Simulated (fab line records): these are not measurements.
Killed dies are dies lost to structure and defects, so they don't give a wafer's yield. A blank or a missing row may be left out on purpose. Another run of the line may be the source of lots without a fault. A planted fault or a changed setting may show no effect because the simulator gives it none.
Comparing a struck lot with a sound one | flow sfq line | 42 steps out of a route of 325
Sound: wafers L850.2, L850.3, L850.5. Struck: wafer L863.4. (L863.6 of the same lot was not struck and is left out.) The cause comes at the end.
At each step with rows: each side's tool, then ch and its chambers, then its first start. Under that, the readings that differ: sound wafers | struck wafers | difference of the means | sigmas: that difference in standard deviations of wafers without a fault.
alike: readings whose means differ by less than 2 such deviations, and words and numbers that are the same on both sides. not compared: withheld readings, readings that some wafer has no value for, bounds like >300 that may hide the same value, and numbers for which the record gives no deviation and whose values overlap.
Wherever a step has rows on one side only, a row that says differs or no value, or a row with sigmas, the two part there. Non-overlapping numbers with no deviation appear without sigmas and do not part them. Lack of a reading on every wafer of one side parts them only where that side has two or more wafers.

first, 6 steps without rows for these wafers: SFQ_TRILAYER_L0_VIA_LITHO_COAT_018 (resist thk 62 nm); SFQ_TRILAYER_L0_VIA_LITHO_COAT_013 (resist thk 650 nm); SFQ_TRILAYER_L0_VIA_LITHO_SOFTBAKE_017; SFQ_TRILAYER_L0_VIA_LITHO_EXPOSE_014 (exposes mask L0V, target cd 700 nm); SFQ_TRILAYER_L0_VIA_LITHO_PEB_016 (peb time 60 s); SFQ_TRILAYER_L0_VIA_LITHO_DEVELOP_015 (time 60 s).
SFQ_L0V_OVL_MEAS_903:
  struck on overlay-01, day 11 12:36; sound on overlay-02, day 7 10:38
  alike: L0V_OVL
then, 1 step without rows for these wafers: SFQ_TRILAYER_L0_VIA_BARC_OPEN_VIA_ETCH_021 (etches BARC in O2, target depth 125 nm, time 41.7 s).
SFQ_TRILAYER_L0_VIA_ETCH_VIA_ETCH_016: etches SiO2 in CHF3, stops on MoNx KI, target depth 80 nm.
  sound on rie diel-01 ch 0,1, day 7 10:42; struck on rie diel-04 ch 3, day 11 12:40
  reading    | sound             | struck | difference | sigmas
  bias w (W) | 79.83 79.63 80.41 | 80.57  | +0.61      | +2
  alike: drypump motor current A, oes product au
SFQ_TRILAYER_L0_VIA_STRIP_STRIP_017: strips in O2.
  sound on rie metal-03 ch 0,1, day 7 10:45; struck on rie metal-02 ch 0, day 11 13:19
  alike: drypump motor current A, oes product au, platen temp c
  not compared: rf hours counter h
then, 2 steps without rows for these wafers: SFQ_TRILAYER_L0_VIA_STRIP_SOLV_CLEAN_018 (cleans in NMP, time 600 s); SFQ_TRILAYER_M0_DEP_PRE_CLEAN_020 (time 15 s).
SFQ_TRILAYER_M0_DEP_SPUTTER_019: material Nb, target thk 200 nm, time 133.3 s.
  struck on pvd sputter-05, day 11 14:07; sound on pvd sputter-03, day 7 11:33
  reading                                             | sound           | struck | difference | sigmas
  model.Nb_of_TRILAYER_M0_DEP_SPUTTER_019.thk nm (nm) | 196 196.2 195.8 | 203.9  | +7.9       |
  alike: throttle valve pct
SFQ_M0_RS_MEAS_904: the measuring method here is four-point-probe.
  struck on film metro-03, day 11 14:16; sound on film metro-02, day 7 11:40
  reading           | sound             | struck | difference | sigmas
  M0_NB_RS (ohm/sq) | 0.909 0.907 0.910 | 0.875  | -0.034     | -3
then, 6 steps without rows for these wafers: SFQ_TRILAYER_M0_LITHO_COAT_026 (resist thk 62 nm); SFQ_TRILAYER_M0_LITHO_COAT_021 (resist thk 600 nm); SFQ_TRILAYER_M0_LITHO_SOFTBAKE_025; SFQ_TRILAYER_M0_LITHO_EXPOSE_022 (exposes mask M0, target cd 500 nm); SFQ_TRILAYER_M0_LITHO_PEB_024 (peb time 60 s); SFQ_TRILAYER_M0_LITHO_DEVELOP_023 (time 60 s).
-- the record jumps here: 5 days lie between the struck wafers' starts before and after --
SFQ_M0_OVL_MEAS_906:
  struck on overlay-02, day 16 05:40; sound on overlay-02, day 11 17:23
  alike: M0_OVL
SFQ_TRILAYER_M0_BARC_OPEN_METAL_ETCH_031: etches BARC in O2, target depth 125 nm, time 41.7 s.
  sound on rie metal-01 ch 0,1, day 11 17:25; struck on rie metal-01 ch 0, day 16 05:44
  reading               | sound             | struck | difference | sigmas
  bias w (W)            | 80.18 79.80 80.10 | 80.68  | +0.65      | +2
  oes product au (a.u.) | 0.685 0.683 0.682 | 0.693  | +0.010     | +2
  alike: drypump motor current A
  not compared: rf hours counter h
SFQ_TRILAYER_M0_ETCH_METAL_ETCH_024: etches Nb in Cl2/Ar, stops on SiO2, target depth 240 nm, time 120 s.
  sound on rie metal-01 ch 0,1, day 11 17:29; struck on rie metal-01 ch 0, day 16 05:56
  reading                        | sound           | struck | difference | sigmas
  model.etch.depth nm (nm)       | 196 196.2 195.8 | 203.9  | +7.9       |
  model.M0.feature depth nm (nm) | 196 196.2 195.8 | 203.9  | +7.9       |
  alike: bias w, drypump motor current A, oes product au
  not compared: rf hours counter h
SFQ_TRILAYER_M0_STRIP_STRIP_025: strips in O2.
  sound on rie metal-01 ch 0,1, day 11 17:37; struck on rie metal-01 ch 0, day 16 06:39
  alike: drypump motor current A, oes product au, platen temp c
  not compared: rf hours counter h
then, 3 steps without rows for these wafers: SFQ_TRILAYER_M0_STRIP_SOLV_CLEAN_026 (cleans in NMP, time 600 s); SFQ_TRILAYER_I0_DEP_PECVD_027 (deposits SiO2 from SiH4/N2O, time 111.11 s, target thk 500 nm); SFQ_TRILAYER_I0_CMP_CMP_028 (polishes SiO2).
SFQ_I0_BOW_MEAS_907:
  struck on film metro-04, day 16 10:34; sound on film metro-04, day 11 21:29
  reading     | sound      | struck | difference | sigmas
  I0_BOW (um) | -4 -13 -11 | 17     | +26        | +4
then, 7 steps without rows for these wafers: SFQ_TRILAYER_I0_METRO_MEASURE_029; SFQ_TRILAYER_I0_VIA_LITHO_COAT_036 (resist thk 62 nm); SFQ_TRILAYER_I0_VIA_LITHO_COAT_031 (resist thk 650 nm); SFQ_TRILAYER_I0_VIA_LITHO_SOFTBAKE_035; SFQ_TRILAYER_I0_VIA_LITHO_EXPOSE_032 (exposes mask I0, target cd 500 nm); SFQ_TRILAYER_I0_VIA_LITHO_PEB_034 (peb time 60 s); SFQ_TRILAYER_I0_VIA_LITHO_DEVELOP_033 (time 60 s).
-- the record jumps here: 6 days lie between the struck wafers' starts before and after --
SFQ_I0_OVL_MEAS_908:
  struck on overlay-02, day 22 02:33; sound on overlay-01, day 16 09:23
  alike: I0_OVL
then, 2 steps without rows for these wafers: SFQ_TRILAYER_I0_VIA_BARC_OPEN_VIA_ETCH_046 (etches BARC in O2, target depth 125 nm, time 41.7 s); SFQ_TRILAYER_I0_VIA_ETCH_VIA_ETCH_034 (etches SiO2 in CHF3, stops on Nb, target depth 260 nm).
SFQ_TRILAYER_I0_VIA_STRIP_STRIP_035: strips in O2.
  sound on rie metal-04 ch 0,1, day 16 09:34; struck on rie metal-01 ch 1, day 22 02:55
  alike: drypump motor current A, oes product au, platen temp c
  not compared: rf hours counter h
then, 2 steps without rows for these wafers: SFQ_TRILAYER_I0_VIA_STRIP_SOLV_CLEAN_036 (cleans in NMP, time 600 s); SFQ_TRILAYER_M1_DEP_PRE_CLEAN_038 (time 22.5 s).
-- the record jumps here: 58 days lie between the struck wafers' starts before and after --
SFQ_M8_BOW_MEAS_951:
  struck on film metro-01, day 80 10:39; sound on film metro-04, day 69 00:17
  reading               | sound                | struck | difference | sigmas
  M8_BOW (um)           | -7 -17 -14           | 28     | +41        | +3
  model.etest.m0.ohm um | 1.813 1.828 1.828    | 1.738  | -0.085     |
  model.etest.m0.ohm sq | 0.9083 0.9076 0.9097 | 0.8731 | -0.0354    |

== WHERE THEY PART ==
Earliest at SFQ_TRILAYER_L0_VIA_ETCH_VIA_ETCH_016; latest, in this record, at SFQ_M8_BOW_MEAS_951.

WHY: the cause the simulator had injected
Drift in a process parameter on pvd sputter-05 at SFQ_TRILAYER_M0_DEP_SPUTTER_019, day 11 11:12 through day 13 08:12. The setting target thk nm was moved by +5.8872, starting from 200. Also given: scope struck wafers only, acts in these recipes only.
